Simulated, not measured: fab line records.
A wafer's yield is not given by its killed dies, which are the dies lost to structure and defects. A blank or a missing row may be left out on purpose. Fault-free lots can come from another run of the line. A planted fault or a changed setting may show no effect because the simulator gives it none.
A sampling plan put to the test || flow gf180mcu || 52 faults told of in these records, all on one fab line, each judged by the records of the lots it struck
The line's own looks make up the plan; these are the steps of the route where a gauge or inspection reads the wafer and leaves it unchanged. A look can be judged if struck wafers have a number there and the file gives its usual mean and standard deviation on fault-free wafers. Caught: at a look after the fault's first step, the mean of the struck wafers lies 4 or more of those standard deviations (sigma) from the usual mean. On the tool: here the same test is run on the tool's own readings at the fault's steps. Also counted as caught: the struck wafers showing another recipe, or a record that is empty for them alone.

## THE FAULTS, as the simulator had put them in
1. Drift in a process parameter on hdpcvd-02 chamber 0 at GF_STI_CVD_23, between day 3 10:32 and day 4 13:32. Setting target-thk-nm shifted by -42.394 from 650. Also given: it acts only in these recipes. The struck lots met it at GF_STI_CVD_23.
2. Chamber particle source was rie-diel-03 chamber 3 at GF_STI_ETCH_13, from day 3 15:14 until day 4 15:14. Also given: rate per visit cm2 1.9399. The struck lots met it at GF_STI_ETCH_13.
3. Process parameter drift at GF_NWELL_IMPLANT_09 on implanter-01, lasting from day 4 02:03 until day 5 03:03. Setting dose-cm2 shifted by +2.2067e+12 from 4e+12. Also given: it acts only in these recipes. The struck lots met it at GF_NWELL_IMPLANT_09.
4. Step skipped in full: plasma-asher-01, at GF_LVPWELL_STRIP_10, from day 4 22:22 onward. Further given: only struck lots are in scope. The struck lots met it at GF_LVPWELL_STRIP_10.
5. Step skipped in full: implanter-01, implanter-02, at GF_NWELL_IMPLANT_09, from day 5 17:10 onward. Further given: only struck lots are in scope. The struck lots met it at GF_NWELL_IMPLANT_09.
6. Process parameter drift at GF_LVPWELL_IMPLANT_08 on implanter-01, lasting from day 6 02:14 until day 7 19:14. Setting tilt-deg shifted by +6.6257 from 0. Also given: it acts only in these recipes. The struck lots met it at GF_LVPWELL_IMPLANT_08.
7. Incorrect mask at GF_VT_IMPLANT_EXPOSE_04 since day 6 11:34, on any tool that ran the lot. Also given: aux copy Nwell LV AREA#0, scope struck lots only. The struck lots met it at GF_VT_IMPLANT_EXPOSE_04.
8. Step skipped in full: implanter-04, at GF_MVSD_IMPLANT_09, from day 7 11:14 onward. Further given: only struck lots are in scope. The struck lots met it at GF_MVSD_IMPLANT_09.
9. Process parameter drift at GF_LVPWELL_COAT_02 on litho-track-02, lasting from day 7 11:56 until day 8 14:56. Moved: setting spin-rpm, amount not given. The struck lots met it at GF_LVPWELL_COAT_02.
10. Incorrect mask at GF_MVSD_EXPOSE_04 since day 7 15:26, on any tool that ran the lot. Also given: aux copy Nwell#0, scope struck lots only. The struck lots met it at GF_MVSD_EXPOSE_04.
11. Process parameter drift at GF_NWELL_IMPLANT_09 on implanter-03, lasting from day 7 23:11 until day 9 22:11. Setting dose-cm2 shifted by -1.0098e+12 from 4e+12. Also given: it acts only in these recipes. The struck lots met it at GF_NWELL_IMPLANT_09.
12. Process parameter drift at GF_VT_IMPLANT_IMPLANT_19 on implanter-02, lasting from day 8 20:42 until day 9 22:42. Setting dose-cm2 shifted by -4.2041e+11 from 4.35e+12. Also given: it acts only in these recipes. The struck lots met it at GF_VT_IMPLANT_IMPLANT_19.
13. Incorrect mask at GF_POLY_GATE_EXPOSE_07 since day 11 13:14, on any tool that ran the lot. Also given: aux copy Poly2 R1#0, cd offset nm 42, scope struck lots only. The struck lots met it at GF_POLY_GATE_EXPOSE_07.
14. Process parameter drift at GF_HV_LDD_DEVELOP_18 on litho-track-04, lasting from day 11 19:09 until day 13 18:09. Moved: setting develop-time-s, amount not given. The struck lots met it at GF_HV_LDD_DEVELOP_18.
15. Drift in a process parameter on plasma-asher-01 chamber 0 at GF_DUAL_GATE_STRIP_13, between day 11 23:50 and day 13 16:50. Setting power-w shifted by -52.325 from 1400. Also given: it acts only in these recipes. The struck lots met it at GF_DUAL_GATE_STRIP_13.
16. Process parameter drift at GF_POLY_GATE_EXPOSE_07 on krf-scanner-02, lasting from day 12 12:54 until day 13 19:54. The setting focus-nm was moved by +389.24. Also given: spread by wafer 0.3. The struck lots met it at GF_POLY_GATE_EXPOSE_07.
17. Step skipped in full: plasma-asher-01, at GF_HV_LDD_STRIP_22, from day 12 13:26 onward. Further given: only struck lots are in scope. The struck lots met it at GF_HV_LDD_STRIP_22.
18. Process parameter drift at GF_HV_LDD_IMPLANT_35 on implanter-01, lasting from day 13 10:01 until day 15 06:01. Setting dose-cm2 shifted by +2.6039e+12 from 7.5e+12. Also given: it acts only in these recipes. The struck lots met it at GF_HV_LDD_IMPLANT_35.
19. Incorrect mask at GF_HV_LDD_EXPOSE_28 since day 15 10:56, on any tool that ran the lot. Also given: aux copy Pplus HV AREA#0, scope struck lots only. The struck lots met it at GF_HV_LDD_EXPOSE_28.
20. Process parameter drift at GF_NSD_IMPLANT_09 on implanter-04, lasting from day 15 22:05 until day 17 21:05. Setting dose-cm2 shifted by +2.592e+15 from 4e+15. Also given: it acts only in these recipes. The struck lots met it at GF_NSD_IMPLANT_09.
21. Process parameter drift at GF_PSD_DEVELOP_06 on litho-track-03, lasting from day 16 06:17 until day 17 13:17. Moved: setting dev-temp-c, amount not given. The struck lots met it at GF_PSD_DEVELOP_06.
22. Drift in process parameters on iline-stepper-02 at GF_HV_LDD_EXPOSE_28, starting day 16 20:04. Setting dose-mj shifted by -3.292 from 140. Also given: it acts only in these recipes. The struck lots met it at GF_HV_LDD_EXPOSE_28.
23. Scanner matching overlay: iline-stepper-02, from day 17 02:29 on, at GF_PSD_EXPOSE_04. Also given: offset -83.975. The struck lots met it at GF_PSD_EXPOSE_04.
24. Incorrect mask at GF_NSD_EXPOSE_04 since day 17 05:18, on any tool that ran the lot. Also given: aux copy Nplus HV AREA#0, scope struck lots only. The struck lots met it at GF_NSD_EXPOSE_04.
25. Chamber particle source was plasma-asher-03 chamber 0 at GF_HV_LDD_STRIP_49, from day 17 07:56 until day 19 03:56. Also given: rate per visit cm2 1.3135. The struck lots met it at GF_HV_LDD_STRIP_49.
26. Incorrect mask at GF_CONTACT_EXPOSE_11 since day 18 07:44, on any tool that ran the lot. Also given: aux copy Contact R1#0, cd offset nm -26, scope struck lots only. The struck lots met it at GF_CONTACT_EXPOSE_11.
27. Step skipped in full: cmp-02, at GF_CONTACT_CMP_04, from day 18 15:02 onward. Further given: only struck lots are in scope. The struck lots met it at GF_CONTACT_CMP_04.
28. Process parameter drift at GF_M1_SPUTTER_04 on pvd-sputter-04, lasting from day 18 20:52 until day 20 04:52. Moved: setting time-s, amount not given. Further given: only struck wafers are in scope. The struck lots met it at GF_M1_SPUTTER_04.
29. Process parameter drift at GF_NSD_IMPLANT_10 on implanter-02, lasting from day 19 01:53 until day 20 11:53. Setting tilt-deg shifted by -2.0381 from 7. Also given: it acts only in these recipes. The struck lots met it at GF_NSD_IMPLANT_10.
30. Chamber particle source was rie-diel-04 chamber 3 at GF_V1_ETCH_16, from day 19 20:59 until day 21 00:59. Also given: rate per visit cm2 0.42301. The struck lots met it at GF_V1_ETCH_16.
31. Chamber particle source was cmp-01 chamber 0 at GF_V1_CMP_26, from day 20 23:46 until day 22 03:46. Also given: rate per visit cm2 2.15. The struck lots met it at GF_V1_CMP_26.
32. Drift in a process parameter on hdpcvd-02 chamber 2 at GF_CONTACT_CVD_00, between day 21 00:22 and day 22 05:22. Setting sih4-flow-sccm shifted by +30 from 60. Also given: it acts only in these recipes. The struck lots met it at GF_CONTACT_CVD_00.
33. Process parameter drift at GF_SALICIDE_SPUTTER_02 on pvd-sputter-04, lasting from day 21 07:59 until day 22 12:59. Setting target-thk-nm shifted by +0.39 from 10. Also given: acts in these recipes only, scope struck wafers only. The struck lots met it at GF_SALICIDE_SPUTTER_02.
34. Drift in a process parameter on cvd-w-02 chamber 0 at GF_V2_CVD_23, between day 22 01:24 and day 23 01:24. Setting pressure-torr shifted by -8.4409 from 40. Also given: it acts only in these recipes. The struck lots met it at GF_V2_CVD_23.
35. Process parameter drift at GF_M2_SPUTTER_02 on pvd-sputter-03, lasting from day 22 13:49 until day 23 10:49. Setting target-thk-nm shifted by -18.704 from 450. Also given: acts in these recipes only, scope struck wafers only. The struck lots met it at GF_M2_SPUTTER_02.
36. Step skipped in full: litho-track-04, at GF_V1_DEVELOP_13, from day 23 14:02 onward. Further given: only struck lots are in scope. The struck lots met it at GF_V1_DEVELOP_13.
37. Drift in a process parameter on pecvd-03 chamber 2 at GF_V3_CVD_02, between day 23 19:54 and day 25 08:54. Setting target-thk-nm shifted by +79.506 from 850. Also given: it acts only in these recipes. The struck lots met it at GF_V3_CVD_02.
38. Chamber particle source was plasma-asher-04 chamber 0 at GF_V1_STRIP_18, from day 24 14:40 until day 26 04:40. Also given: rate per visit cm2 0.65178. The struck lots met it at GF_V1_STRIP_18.
39. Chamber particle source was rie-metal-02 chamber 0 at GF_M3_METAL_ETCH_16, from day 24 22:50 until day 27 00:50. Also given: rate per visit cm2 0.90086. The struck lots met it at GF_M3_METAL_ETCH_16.
40. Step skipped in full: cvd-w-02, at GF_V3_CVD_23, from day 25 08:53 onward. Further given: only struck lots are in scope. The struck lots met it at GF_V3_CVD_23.
41. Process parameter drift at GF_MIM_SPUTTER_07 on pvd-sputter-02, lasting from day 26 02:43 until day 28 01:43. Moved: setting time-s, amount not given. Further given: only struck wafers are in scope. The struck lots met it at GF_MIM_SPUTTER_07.
42. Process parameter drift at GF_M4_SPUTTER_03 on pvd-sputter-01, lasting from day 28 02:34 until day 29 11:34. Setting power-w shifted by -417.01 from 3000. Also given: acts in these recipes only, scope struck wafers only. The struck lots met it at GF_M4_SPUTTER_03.
43. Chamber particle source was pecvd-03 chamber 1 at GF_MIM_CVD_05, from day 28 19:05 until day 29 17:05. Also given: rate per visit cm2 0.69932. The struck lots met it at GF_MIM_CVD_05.
44. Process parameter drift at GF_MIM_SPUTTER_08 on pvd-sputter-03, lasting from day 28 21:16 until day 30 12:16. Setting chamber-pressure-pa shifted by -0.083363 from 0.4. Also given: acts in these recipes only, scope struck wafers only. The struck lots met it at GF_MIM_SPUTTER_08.
45. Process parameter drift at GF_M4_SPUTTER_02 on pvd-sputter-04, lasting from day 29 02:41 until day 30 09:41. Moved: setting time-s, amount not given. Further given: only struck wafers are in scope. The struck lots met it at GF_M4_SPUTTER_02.
46. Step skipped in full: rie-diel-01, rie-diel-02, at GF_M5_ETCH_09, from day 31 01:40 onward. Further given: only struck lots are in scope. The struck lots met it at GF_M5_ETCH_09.
47. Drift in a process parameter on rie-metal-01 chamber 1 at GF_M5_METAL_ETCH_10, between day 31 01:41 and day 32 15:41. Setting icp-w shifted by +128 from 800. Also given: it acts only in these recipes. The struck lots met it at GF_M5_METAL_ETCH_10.
48. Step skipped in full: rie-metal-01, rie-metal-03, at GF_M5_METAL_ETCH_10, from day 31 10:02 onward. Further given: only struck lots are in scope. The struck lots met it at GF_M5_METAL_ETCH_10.
49. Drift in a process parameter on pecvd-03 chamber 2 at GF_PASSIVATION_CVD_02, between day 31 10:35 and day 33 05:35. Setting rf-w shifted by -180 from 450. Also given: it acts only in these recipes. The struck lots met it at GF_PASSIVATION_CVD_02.
50. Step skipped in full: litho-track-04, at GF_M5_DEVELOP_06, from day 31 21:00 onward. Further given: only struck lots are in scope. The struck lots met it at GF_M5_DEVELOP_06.
51. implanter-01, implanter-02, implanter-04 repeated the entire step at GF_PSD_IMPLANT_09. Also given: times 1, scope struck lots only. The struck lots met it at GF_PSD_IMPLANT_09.
52. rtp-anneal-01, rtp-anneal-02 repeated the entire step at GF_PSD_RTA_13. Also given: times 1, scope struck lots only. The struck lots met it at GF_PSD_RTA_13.

## WHAT THE PLAN SAW
{"fault": 1, "on the tool itself": "no reading that can be judged", "first look that catches it": "GF_STI_THK_MEAS_24", "reading, sigma": "STI_CVD_23_THK -5.2", "median hours from its first step to that look": 0.1, "hours from the fault's start to the first struck lot there": 4, "judged looks passed uncaught": 0}
{"fault": 2, "on the tool itself": "under 2 sigma", "first look that catches it": "none of the 2 looks that can be judged after it", "reading, sigma": "-", "median hours from its first step to that look": "-", "hours from the fault's start to the first struck lot there": "-", "judged looks passed uncaught": 2}
{"fault": 3, "on the tool itself": "dose-ions-cm2 +99 or beyond sigma", "first look that catches it": "GF_VT_IMPLANT_RS_MEAS_47", "reading, sigma": "NWELL_RS -26", "median hours from its first step to that look": 107.8, "hours from the fault's start to the first struck lot there": 110, "judged looks passed uncaught": 1}
{"fault": 4, "on the tool itself": "the tool's record is blank for the struck wafers", "first look that catches it": "GF_MVSD_TW_MEAS_11", "reading, sigma": "MVSD_TW -99 or beyond", "median hours from its first step to that look": 14.9, "hours from the fault's start to the first struck lot there": 19, "judged looks passed uncaught": 0}
{"fault": 5, "on the tool itself": "the tool's record is blank for the struck wafers", "first look that catches it": "GF_NWELL_TW_MEAS_11", "reading, sigma": "NWELL_TW -6.6", "median hours from its first step to that look": 0.2, "hours from the fault's start to the first struck lot there": 3, "judged looks passed uncaught": 0}
{"fault": 6, "on the tool itself": "tilt-deg +99 or beyond sigma", "first look that catches it": "GF_LVPWELL_TW_MEAS_11", "reading, sigma": "LVPWELL_TW +16", "median hours from its first step to that look": 0.4, "hours from the fault's start to the first struck lot there": 9, "judged looks passed uncaught": 0}
{"fault": 7, "on the tool itself": "no reading that can be judged", "first look that catches it": "GF_VT_IMPLANT_TW_MEAS_10", "reading, sigma": "VT_IMPLANT_TW -99 or beyond", "median hours from its first step to that look": 7.3, "hours from the fault's start to the first struck lot there": 11, "judged looks passed uncaught": 0}
{"fault": 8, "on the tool itself": "the tool's record is blank for the struck wafers", "first look that catches it": "GF_MVSD_TW_MEAS_11", "reading, sigma": "MVSD_TW -6.8", "median hours from its first step to that look": 0.2, "hours from the fault's start to the first struck lot there": 4, "judged looks passed uncaught": 0}
{"fault": 9, "on the tool itself": "spin-speed-rpm -42 sigma", "first look that catches it": "not the one look that can be judged after it", "reading, sigma": "-", "median hours from its first step to that look": "-", "hours from the fault's start to the first struck lot there": "-", "judged looks passed uncaught": 1}
{"fault": 10, "on the tool itself": "no reading that can be judged", "first look that catches it": "GF_MVSD_TW_MEAS_11", "reading, sigma": "MVSD_TW -99 or beyond", "median hours from its first step to that look": 8.3, "hours from the fault's start to the first struck lot there": 13, "judged looks passed uncaught": 0}
{"fault": 11, "on the tool itself": "dose-ions-cm2 -99 or beyond sigma", "first look that catches it": "GF_VT_IMPLANT_RS_MEAS_47", "reading, sigma": "NWELL_RS +15", "median hours from its first step to that look": 130.5, "hours from the fault's start to the first struck lot there": 138, "judged looks passed uncaught": 1}
{"fault": 12, "on the tool itself": "dose-ions-cm2 -91 sigma", "first look that catches it": "GF_VT_IMPLANT_TW_MEAS_21", "reading, sigma": "VT_IMPLANT_2_TW -8.8", "median hours from its first step to that look": 0.2, "hours from the fault's start to the first struck lot there": 14, "judged looks passed uncaught": 0}
{"fault": 13, "on the tool itself": "under 2 sigma", "first look that catches it": "GF_POLY_GATE_CD_MEAS_10", "reading, sigma": "cd-nm +43", "median hours from its first step to that look": 9.6, "hours from the fault's start to the first struck lot there": 13, "judged looks passed uncaught": 0}
{"fault": 14, "on the tool itself": "under 2 sigma", "first look that catches it": "no look after it can be judged", "reading, sigma": "-", "median hours from its first step to that look": "-", "hours from the fault's start to the first struck lot there": "-", "judged looks passed uncaught": 0}
{"fault": 15, "on the tool itself": "strip-time-to-endpoint-s +8.0 sigma", "first look that catches it": "GF_POLY_GATE_CD_MEAS_10", "reading, sigma": "cd-nm -6.6", "median hours from its first step to that look": 23.0, "hours from the fault's start to the first struck lot there": 25, "judged looks passed uncaught": 1}
{"fault": 16, "on the tool itself": "no reading that can be judged", "first look that catches it": "GF_POLY_GATE_CD_MEAS_10", "reading, sigma": "cd-nm -55", "median hours from its first step to that look": 9.9, "hours from the fault's start to the first struck lot there": 12, "judged looks passed uncaught": 0}
{"fault": 17, "on the tool itself": "the tool's record is blank for the struck wafers", "first look that catches it": "GF_HV_LDD_TW_MEAS_38", "reading, sigma": "HV_LDD_3_TW -99 or beyond", "median hours from its first step to that look": 21.4, "hours from the fault's start to the first struck lot there": 26, "judged looks passed uncaught": 0}
{"fault": 18, "on the tool itself": "dose-ions-cm2 +99 or beyond sigma", "first look that catches it": "GF_HV_LDD_TW_MEAS_38", "reading, sigma": "HV_LDD_3_TW +4.1", "median hours from its first step to that look": 0.4, "hours from the fault's start to the first struck lot there": 6, "judged looks passed uncaught": 0}
{"fault": 19, "on the tool itself": "no reading that can be judged", "first look that catches it": "GF_HV_LDD_TW_MEAS_38", "reading, sigma": "HV_LDD_3_TW -99 or beyond", "median hours from its first step to that look": 11.3, "hours from the fault's start to the first struck lot there": 15, "judged looks passed uncaught": 0}
{"fault": 20, "on the tool itself": "dose-ions-cm2 +99 or beyond sigma", "first look that catches it": "GF_PSD_RS_MEAS_14", "reading, sigma": "NSD_RS -20", "median hours from its first step to that look": 24.1, "hours from the fault's start to the first struck lot there": 44, "judged looks passed uncaught": 0}
{"fault": 21, "on the tool itself": "developer-temp-C +24 sigma", "first look that catches it": "GF_PSD_CD_MEAS_07", "reading, sigma": "cd-nm -4.9", "median hours from its first step to that look": 0.2, "hours from the fault's start to the first struck lot there": 16, "judged looks passed uncaught": 0}
{"fault": 22, "on the tool itself": "exposure-dose-mJ-cm2 -24 sigma", "first look that catches it": "none of the 3 looks that can be judged after it", "reading, sigma": "strongest: cd-nm at GF_HV_LDD_CD_MEAS_31, -3.9", "median hours from its first step to that look": "-", "hours from the fault's start to the first struck lot there": "-", "judged looks passed uncaught": 3}
{"fault": 23, "on the tool itself": "under 2 sigma", "first look that catches it": "GF_PSD_OVL_MEAS_08", "reading, sigma": "PSD_OVL -59", "median hours from its first step to that look": 11.5, "hours from the fault's start to the first struck lot there": 15, "judged looks passed uncaught": 0}
{"fault": 24, "on the tool itself": "no reading that can be judged", "first look that catches it": "GF_NSD_TW_MEAS_12", "reading, sigma": "NSD_TW -99 or beyond", "median hours from its first step to that look": 11.7, "hours from the fault's start to the first struck lot there": 14, "judged looks passed uncaught": 0}
{"fault": 25, "on the tool itself": "under 2 sigma", "first look that catches it": "no look after it can be judged", "reading, sigma": "-", "median hours from its first step to that look": "-", "hours from the fault's start to the first struck lot there": "-", "judged looks passed uncaught": 0}
{"fault": 26, "on the tool itself": "under 2 sigma", "first look that catches it": "GF_CONTACT_CD_MEAS_14", "reading, sigma": "cd-nm -21", "median hours from its first step to that look": 11.2, "hours from the fault's start to the first struck lot there": 15, "judged looks passed uncaught": 0}
{"fault": 27, "on the tool itself": "the tool's record is blank for the struck wafers", "first look that catches it": "not the one look that can be judged after it", "reading, sigma": "-", "median hours from its first step to that look": "-", "hours from the fault's start to the first struck lot there": "-", "judged looks passed uncaught": 1}
{"fault": 28, "on the tool itself": "under 2 sigma", "first look that catches it": "none of the 7 looks that can be judged after it", "reading, sigma": "-", "median hours from its first step to that look": "-", "hours from the fault's start to the first struck lot there": "-", "judged looks passed uncaught": 7}
{"fault": 29, "on the tool itself": "tilt-deg -99 or beyond sigma", "first look that catches it": "no look after it can be judged", "reading, sigma": "-", "median hours from its first step to that look": "-", "hours from the fault's start to the first struck lot there": "-", "judged looks passed uncaught": 0}
{"fault": 30, "on the tool itself": "under 2 sigma", "first look that catches it": "none of the 2 looks that can be judged after it", "reading, sigma": "-", "median hours from its first step to that look": "-", "hours from the fault's start to the first struck lot there": "-", "judged looks passed uncaught": 2}
{"fault": 31, "on the tool itself": "under 2 sigma", "first look that catches it": "none of the 7 looks that can be judged after it", "reading, sigma": "-", "median hours from its first step to that look": "-", "hours from the fault's start to the first struck lot there": "-", "judged looks passed uncaught": 7}
{"fault": 32, "on the tool itself": "sih4-flow-sccm +99 or beyond sigma", "first look that catches it": "GF_CONTACT_THK_MEAS_01", "reading, sigma": "CONTACT_CVD_00_THK +36", "median hours from its first step to that look": 0.1, "hours from the fault's start to the first struck lot there": 22, "judged looks passed uncaught": 0}
{"fault": 33, "on the tool itself": "under 2 sigma", "first look that catches it": "no look after it can be judged", "reading, sigma": "-", "median hours from its first step to that look": "-", "hours from the fault's start to the first struck lot there": "-", "judged looks passed uncaught": 0}
{"fault": 34, "on the tool itself": "chamber-pressure-Torr -97 sigma", "first look that catches it": "GF_V2_RS_MEAS_24", "reading, sigma": "V2_W_RS +7.2", "median hours from its first step to that look": 0.1, "hours from the fault's start to the first struck lot there": 4, "judged looks passed uncaught": 0}
{"fault": 35, "on the tool itself": "under 2 sigma", "first look that catches it": "GF_M2_RS_MEAS_05", "reading, sigma": "M2_ALCU_RS +4.9", "median hours from its first step to that look": 0.1, "hours from the fault's start to the first struck lot there": 6, "judged looks passed uncaught": 0}
{"fault": 36, "on the tool itself": "no reading that can be judged", "first look that catches it": "no look after it can be judged", "reading, sigma": "-", "median hours from its first step to that look": "-", "hours from the fault's start to the first struck lot there": "-", "judged looks passed uncaught": 0}
{"fault": 37, "on the tool itself": "under 2 sigma", "first look that catches it": "GF_V3_THK_MEAS_03", "reading, sigma": "V3_CVD_02_THK +5.2", "median hours from its first step to that look": 0.1, "hours from the fault's start to the first struck lot there": 2, "judged looks passed uncaught": 0}
{"fault": 38, "on the tool itself": "under 2 sigma", "first look that catches it": "none of the 2 looks that can be judged after it", "reading, sigma": "-", "median hours from its first step to that look": "-", "hours from the fault's start to the first struck lot there": "-", "judged looks passed uncaught": 2}
{"fault": 39, "on the tool itself": "under 2 sigma", "first look that catches it": "not the one look that can be judged after it", "reading, sigma": "-", "median hours from its first step to that look": "-", "hours from the fault's start to the first struck lot there": "-", "judged looks passed uncaught": 1}
{"fault": 40, "on the tool itself": "the tool's record is blank for the struck wafers", "first look that catches it": "GF_V3_RS_MEAS_24", "reading, sigma": "V3_W_RS +99 or beyond", "median hours from its first step to that look": 0.1, "hours from the fault's start to the first struck lot there": 5, "judged looks passed uncaught": 0}
{"fault": 41, "on the tool itself": "under 2 sigma", "first look that catches it": "no look after it can be judged", "reading, sigma": "-", "median hours from its first step to that look": "-", "hours from the fault's start to the first struck lot there": "-", "judged looks passed uncaught": 0}
{"fault": 42, "on the tool itself": "cathode-dc-power-W -99 or beyond sigma", "first look that catches it": "no look after it can be judged", "reading, sigma": "-", "median hours from its first step to that look": "-", "hours from the fault's start to the first struck lot there": "-", "judged looks passed uncaught": 0}
{"fault": 43, "on the tool itself": "under 2 sigma", "first look that catches it": "no look after it can be judged", "reading, sigma": "-", "median hours from its first step to that look": "-", "hours from the fault's start to the first struck lot there": "-", "judged looks passed uncaught": 0}
{"fault": 44, "on the tool itself": "chamber-pressure-pa -99 or beyond sigma", "first look that catches it": "none of the 2 looks that can be judged after it", "reading, sigma": "strongest: MIM_ALCU_RS at GF_MIM_RS_MEAS_10, -3.6", "median hours from its first step to that look": "-", "hours from the fault's start to the first struck lot there": "-", "judged looks passed uncaught": 2}
{"fault": 45, "on the tool itself": "under 2 sigma", "first look that catches it": "GF_M4_RS_MEAS_05", "reading, sigma": "M4_ALCU_RS +60", "median hours from its first step to that look": 0.1, "hours from the fault's start to the first struck lot there": 23, "judged looks passed uncaught": 0}
{"fault": 46, "on the tool itself": "the tool's record is blank for the struck wafers", "first look that catches it": "no look after it can be judged", "reading, sigma": "-", "median hours from its first step to that look": "-", "hours from the fault's start to the first struck lot there": "-", "judged looks passed uncaught": 0}
{"fault": 47, "on the tool itself": "rf-fwd-power-W +39 sigma", "first look that catches it": "no look after it can be judged", "reading, sigma": "-", "median hours from its first step to that look": "-", "hours from the fault's start to the first struck lot there": "-", "judged looks passed uncaught": 0}
{"fault": 48, "on the tool itself": "the tool's record is blank for the struck wafers", "first look that catches it": "no look after it can be judged", "reading, sigma": "-", "median hours from its first step to that look": "-", "hours from the fault's start to the first struck lot there": "-", "judged looks passed uncaught": 0}
{"fault": 49, "on the tool itself": "rf-fwd-power-W -99 or beyond sigma", "first look that catches it": "GF_PASSIVATION_THK_MEAS_03", "reading, sigma": "PASSIVATION_CVD_02_THK -10", "median hours from its first step to that look": 0.3, "hours from the fault's start to the first struck lot there": 43, "judged looks passed uncaught": 0}
{"fault": 50, "on the tool itself": "no reading that can be judged", "first look that catches it": "no look after it can be judged", "reading, sigma": "-", "median hours from its first step to that look": "-", "hours from the fault's start to the first struck lot there": "-", "judged looks passed uncaught": 0}
{"fault": 51, "on the tool itself": "no reading that can be judged", "first look that catches it": "GF_PSD_TW_MEAS_11", "reading, sigma": "PSD_TW +13", "median hours from its first step to that look": 0.6, "hours from the fault's start to the first struck lot there": "-", "judged looks passed uncaught": 0}
{"fault": 52, "on the tool itself": "under 2 sigma", "first look that catches it": "not the one look that can be judged after it", "reading, sigma": "-", "median hours from its first step to that look": "-", "hours from the fault's start to the first struck lot there": "-", "judged looks passed uncaught": 1}
A dash: the fault isn't caught, or these records don't give the number.

Caught at a look: 29 of 52. Caught on the tool: 25 of 52. By one or the other: 38 of 52.
Faults 9, 22, 27, 29, 42, 44, 46, 47, 48 were caught on the tool alone.
Caught at a look alone: faults 1, 7, 10, 13, 16, 19, 23, 24, 26, 35, 37, 45, 51.
Caught by neither: faults 2, 14, 25, 28, 30, 31, 33, 36, 38, 39, 41, 43, 50, 52.

## THINNER SAMPLING
If the look that catches a fault measured only every second or every third lot, by lot number, the first struck lot would be measured this late in the worst case:
{"fault": 1, "struck lots at that look, in order of time": "L715, L719", "every lot": "4 h", "every second lot": "may miss all 2", "every third lot": "may miss all 2"}
{"fault": 3, "struck lots at that look, in order of time": "L520, L521, L524", "every lot": "110 h", "every second lot": "116 h", "every third lot": "may miss all 3"}
{"fault": 4, "struck lots at that look, in order of time": "L465, L466", "every lot": "19 h", "every second lot": "24 h", "every third lot": "may miss all 2"}
{"fault": 5, "struck lots at that look, in order of time": "L465, L466", "every lot": "3 h", "every second lot": "7 h", "every third lot": "may miss all 2"}
{"fault": 6, "struck lots at that look, in order of time": "L661, L664", "every lot": "9 h", "every second lot": "26 h", "every third lot": "may miss all 2"}
{"fault": 7, "struck lots at that look, in order of time": "L687", "every lot": "11 h", "every second lot": "may miss it", "every third lot": "may miss it"}
{"fault": 8, "struck lots at that look, in order of time": "L676, L677", "every lot": "4 h", "every second lot": "8 h", "every third lot": "may miss all 2"}
{"fault": 10, "struck lots at that look, in order of time": "L496", "every lot": "13 h", "every second lot": "may miss it", "every third lot": "may miss it"}
{"fault": 11, "struck lots at that look, in order of time": "L496, L497", "every lot": "138 h", "every second lot": "145 h", "every third lot": "may miss all 2"}
{"fault": 12, "struck lots at that look, in order of time": "L718, L720", "every lot": "14 h", "every second lot": "may miss all 2", "every third lot": "may miss all 2"}
{"fault": 13, "struck lots at that look, in order of time": "L906", "every lot": "13 h", "every second lot": "may miss it", "every third lot": "may miss it"}
{"fault": 15, "struck lots at that look, in order of time": "L954, L955", "every lot": "25 h", "every second lot": "31 h", "every third lot": "may miss all 2"}
{"fault": 16, "struck lots at that look, in order of time": "L316, L317", "every lot": "12 h", "every second lot": "18 h", "every third lot": "may miss all 2"}
{"fault": 17, "struck lots at that look, in order of time": "L925, L926", "every lot": "26 h", "every second lot": "28 h", "every third lot": "may miss all 2"}
{"fault": 18, "struck lots at that look, in order of time": "L622, L626, L627", "every lot": "6 h", "every second lot": "40 h", "every third lot": "40 h"}
{"fault": 19, "struck lots at that look, in order of time": "L305", "every lot": "15 h", "every second lot": "may miss it", "every third lot": "may miss it"}
{"fault": 20, "struck lots at that look, in order of time": "L731, L734", "every lot": "44 h", "every second lot": "70 h", "every third lot": "may miss all 2"}
{"fault": 21, "struck lots at that look, in order of time": "L645, L646", "every lot": "16 h", "every second lot": "28 h", "every third lot": "may miss all 2"}
{"fault": 23, "struck lots at that look, in order of time": "L632, L638", "every lot": "15 h", "every second lot": "may miss all 2", "every third lot": "may miss all 2"}
{"fault": 24, "struck lots at that look, in order of time": "L549", "every lot": "14 h", "every second lot": "may miss it", "every third lot": "may miss it"}
{"fault": 26, "struck lots at that look, in order of time": "L596", "every lot": "15 h", "every second lot": "may miss it", "every third lot": "may miss it"}
{"fault": 32, "struck lots at that look, in order of time": "L309", "every lot": "22 h", "every second lot": "may miss it", "every third lot": "may miss it"}
{"fault": 34, "struck lots at that look, in order of time": "L919, L920", "every lot": "4 h", "every second lot": "16 h", "every third lot": "may miss all 2"}
{"fault": 35, "struck lots at that look, in order of time": "L169, L170", "every lot": "6 h", "every second lot": "11 h", "every third lot": "may miss all 2"}
{"fault": 37, "struck lots at that look, in order of time": "L356, L357, L360", "every lot": "2 h", "every second lot": "9 h", "every third lot": "may miss all 3"}
{"fault": 40, "struck lots at that look, in order of time": "L115, L116, L117", "every lot": "5 h", "every second lot": "15 h", "every third lot": "22 h"}
{"fault": 45, "struck lots at that look, in order of time": "L500", "every lot": "23 h", "every second lot": "may miss it", "every third lot": "may miss it"}
{"fault": 49, "struck lots at that look, in order of time": "L699", "every lot": "43 h", "every second lot": "may miss it", "every third lot": "may miss it"}
Hours are from the fault's start to the first struck lot that is measured. The test against the limit of 4 sigma pooled every struck wafer, which means one lot taken alone may stay below that limit. Other struck lots may not be in these records.

## THE LONGEST TIMED WAY FROM STEP TO LOOK
In fault 11, a median of 130.5 hours elapses between GF_NWELL_IMPLANT_09 and GF_VT_IMPLANT_RS_MEAS_47. The look between them that can be judged stayed within 4 sigma: GF_VT_IMPLANT_TW_MEAS_32.
